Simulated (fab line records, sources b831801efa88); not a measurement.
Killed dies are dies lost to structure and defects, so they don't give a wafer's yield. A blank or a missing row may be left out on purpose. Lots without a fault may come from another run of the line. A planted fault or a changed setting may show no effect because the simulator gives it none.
Which tool did it? | flow sky130 | 11 lots, 33 wafers sampled, at 4 steps of a route of 708

WHAT THE GAUGES READ, wafer by wafer
SKY_LDD_LDN_TW_MEAS_13. Usual: LDD_LDN_TW 1486, standard deviation 19.
lot  | measured     | on            | LDD_LDN_TW     | flag
L119 | day 23 16:09 | film_metro-03 | 1508 1504 1500 |
L120 | day 23 19:13 | film_metro-02 | 1465 1469 1467 |
L121 | day 23 23:50 | film_metro-01 | 1502 1492 1499 |
L122 | day 24 04:33 | film_metro-02 | 1460 1468 1463 |
L124 | day 25 04:16 | film_metro-02 | 1464 1465 1457 |
L133 | day 28 05:33 | film_metro-02 | 1374 1363 1369 | OFF
L134 | day 28 14:58 | film_metro-02 | 1367 1363 1367 | OFF
L136 | day 29 12:31 | film_metro-01 | 1497 1508 1500 |
L137 | day 29 19:02 | film_metro-01 | 1512 1504 1504 |
L138 | day 29 21:42 | film_metro-03 | 1506 1504 1498 |
L140 | day 30 07:36 | film_metro-02 | 1449 1453 1450 |

WHICH TOOL RAN EACH LOT (tool, then ch and the chambers of the sampled wafers, then the start)
lot  | SKY_POLY_GATE_ETCH_15              | SKY_POLY_GATE_ETCH_17            | SKY_LDD_LDN_IMPLANT_09
L119 | rie_diel-02 ch 1,2,3, day 17 00:19 | rie_si-02 ch 0,1,2, day 17 00:29 | implanter-03 ch 0, day 23 15:36
L120 | rie_diel-01 ch 1,2,3, day 17 05:37 | rie_si-02 ch 0,2,3, day 17 05:47 | implanter-04 ch 0, day 23 18:41
L121 | rie_diel-04 ch 0,2,3, day 17 12:07 | rie_si-02 ch 0,1,2, day 17 12:17 | implanter-03 ch 0, day 23 23:17
L122 | rie_diel-01 ch 2,3, day 17 14:16   | rie_si-02 ch 0,1,3, day 17 14:28 | implanter-03 ch 0, day 24 04:00
L124 | rie_diel-04 ch 0,1,3, day 18 15:13 | rie_si-01 ch 0,2, day 18 15:23   | implanter-03 ch 0, day 25 03:44
L133 | rie_diel-04 ch 0,3, day 21 21:59   | rie_si-02 ch 0,2, day 21 22:10   | implanter-03 ch 0, day 28 05:00
L134 | rie_diel-04 ch 0,3, day 22 06:11   | rie_si-01 ch 0,2,3, day 22 06:22 | implanter-03 ch 0, day 28 14:28
L136 | rie_diel-01 ch 0,1,2, day 23 07:13 | rie_si-01 ch 0,2, day 23 07:24   | implanter-02 ch 0, day 29 11:59
L137 | rie_diel-02 ch 0,2,3, day 23 11:57 | rie_si-02 ch 0,1,3, day 23 12:07 | implanter-04 ch 0, day 29 18:32
L138 | rie_diel-01 ch 0,1,2, day 23 17:04 | rie_si-01 ch 0,1, day 23 17:15   | implanter-04 ch 0, day 29 21:10
L140 | rie_diel-01 ch 0,1, day 24 04:58   | rie_si-01 ch 1,3, day 24 05:09   | implanter-02 ch 0, day 30 07:03
- SKY_POLY_GATE_ETCH_15: etches BARC in N2/H2, stops on SiO2, time 118.5 s, target depth 110 nm.
- SKY_POLY_GATE_ETCH_17: etches poly-Si in HBr/Cl2, stops on SiO2, target depth 180 nm, time 70.5 s.
- SKY_LDD_LDN_IMPLANT_09

WHAT THE TOOLS THEMSELVES READ (means of the sampled wafers that have a number; where no wafer has one, the mark that the record gives instead)
SKY_POLY_GATE_ETCH_15. Usual: drypump_motor_current_A 5.8 A, standard deviation 0.55; oes_product_au 0.716 a.u., standard deviation 0.0043; throttle_valve_pct 13.213 %, standard deviation 0.0094.
lot  | tool        | drypump_motor_current_A (A) | oes_product_au (a.u.) | throttle_valve_pct (%) | flag
L119 | rie_diel-02 | 6.2                         | 0.715                 | 13.204                 |
L120 | rie_diel-01 | 5.1                         | 0.717                 | 13.217                 |
L121 | rie_diel-04 | 5.9                         | 0.717                 | 13.224                 |
L122 | rie_diel-01 | 5.4                         | 0.718                 | 13.218                 |
L124 | rie_diel-04 | 6.0                         | 0.713                 | 13.210                 |
L133 | rie_diel-04 | 5.7                         | 0.715                 | 13.211                 |
L134 | rie_diel-04 | 5.9                         | 0.717                 | 13.210                 |
L136 | rie_diel-01 | 5.5                         | 0.717                 | 13.217                 |
L137 | rie_diel-02 | 6.1                         | 0.717                 | 13.214                 |
L138 | rie_diel-01 | 5.5                         | 0.715                 | 13.211                 |
L140 | rie_diel-01 | 5.9                         | 0.716                 | 13.212                 |

SKY_POLY_GATE_ETCH_17. Usual: drypump_motor_current_A 5.72 A, standard deviation 0.18; oes_product_au 0.985 a.u., standard deviation 0.0091; throttle_valve_pct 33.686 %, standard deviation 0.0089.
lot  | tool      | drypump_motor_current_A (A) | oes_product_au (a.u.) | throttle_valve_pct (%) | flag
L119 | rie_si-02 | 5.65                        | 0.991                 | 33.689                 |
L120 | rie_si-02 | 5.56                        | 0.994                 | 33.690                 |
L121 | rie_si-02 | 5.65                        | 0.988                 | 33.681                 |
L122 | rie_si-02 | 5.71                        | 0.992                 | 33.679                 |
L124 | rie_si-01 | 5.72                        | 0.986                 | 33.681                 |
L133 | rie_si-02 | 5.51                        | 0.987                 | 33.699                 |
L134 | rie_si-01 | 5.81                        | 0.982                 | 33.687                 |
L136 | rie_si-01 | 5.72                        | 0.978                 | 33.688                 |
L137 | rie_si-02 | 5.70                        | 0.983                 | 33.680                 |
L138 | rie_si-01 | 5.70                        | 0.991                 | 33.673                 |
L140 | rie_si-01 | 5.90                        | 0.992                 | 33.687                 |

SKY_LDD_LDN_IMPLANT_09. Usual: dose_ions_cm2 1.25e+13, standard deviation 1.5e+10; end_station_pressure_torr 5.08e-06 Torr, standard deviation 2.9e-07; faraday_current_uA 70.4, standard deviation 1.4; rotation_deg 113.00 degrees, standard deviation 0.03.
lot  | tool         | dose_ions_cm2 | end_station_pressure_torr (Torr) | faraday_current_uA | rotation_deg (degrees) | flag
L119 | implanter-03 | 1.25e+13      | 5.28e-06                         | 69.5               | 112.98                 |
L120 | implanter-04 | 1.25e+13      | 4.95e-06                         | 70.5               | 113.04                 |
L121 | implanter-03 | 1.25e+13      | 4.86e-06                         | 69.0               | 112.98                 |
L122 | implanter-03 | 1.25e+13      | 5.19e-06                         | 71.2               | 113.01                 |
L124 | implanter-03 | 1.25e+13      | 4.96e-06                         | 70.0               | 112.99                 |
L133 | implanter-03 | 2.05e+12      | 4.89e-06                         | 11.5               | 113.00                 | OFF
L134 | implanter-03 | 2.03e+12      | 5.19e-06                         | 11.5               | 112.98                 | OFF
L136 | implanter-02 | 1.25e+13      | 5.25e-06                         | 69.4               | 113.00                 |
L137 | implanter-04 | 1.25e+13      | 4.95e-06                         | 70.6               | 113.02                 |
L138 | implanter-04 | 1.25e+13      | 5.22e-06                         | 71.7               | 112.99                 |
L140 | implanter-02 | 1.25e+13      | 5.11e-06                         | 71.2               | 112.98                 |

THE ANSWER, worked out from the rows above alone
Rule: a lot is off if the mean of its wafers that have a number lies more than 3 standard deviations from the usual mean. A lot without any number at a reading at which 4 lots or more have one is off too. The other lots that the step has rows for count as sound. The gauges are gone through in route order, then the tools' own readings, and for those a lot's mean is taken as printed above. The first step at which some lot is off is used, and at that step the reading that is off furthest; a lot without a number counts as furthest.
Off: L133, L134, at SKY_LDD_LDN_TW_MEAS_13 (LDD_LDN_TW).
A tool fits if, at a process step before that reading, it ran every lot that is off, and no sound lot after the first of them. The gauges at SKY_LDD_LDN_TW_MEAS_13 aren't tried: what is off there is off at SKY_LDD_LDN_IMPLANT_09 too, on other tools, and a gauge's error can't cause that. Can't be told from this: 2 tools fit, rie_diel-04 at SKY_POLY_GATE_ETCH_15, implanter-03 at SKY_LDD_LDN_IMPLANT_09.

WHAT THE SIMULATOR HAD PUT IN
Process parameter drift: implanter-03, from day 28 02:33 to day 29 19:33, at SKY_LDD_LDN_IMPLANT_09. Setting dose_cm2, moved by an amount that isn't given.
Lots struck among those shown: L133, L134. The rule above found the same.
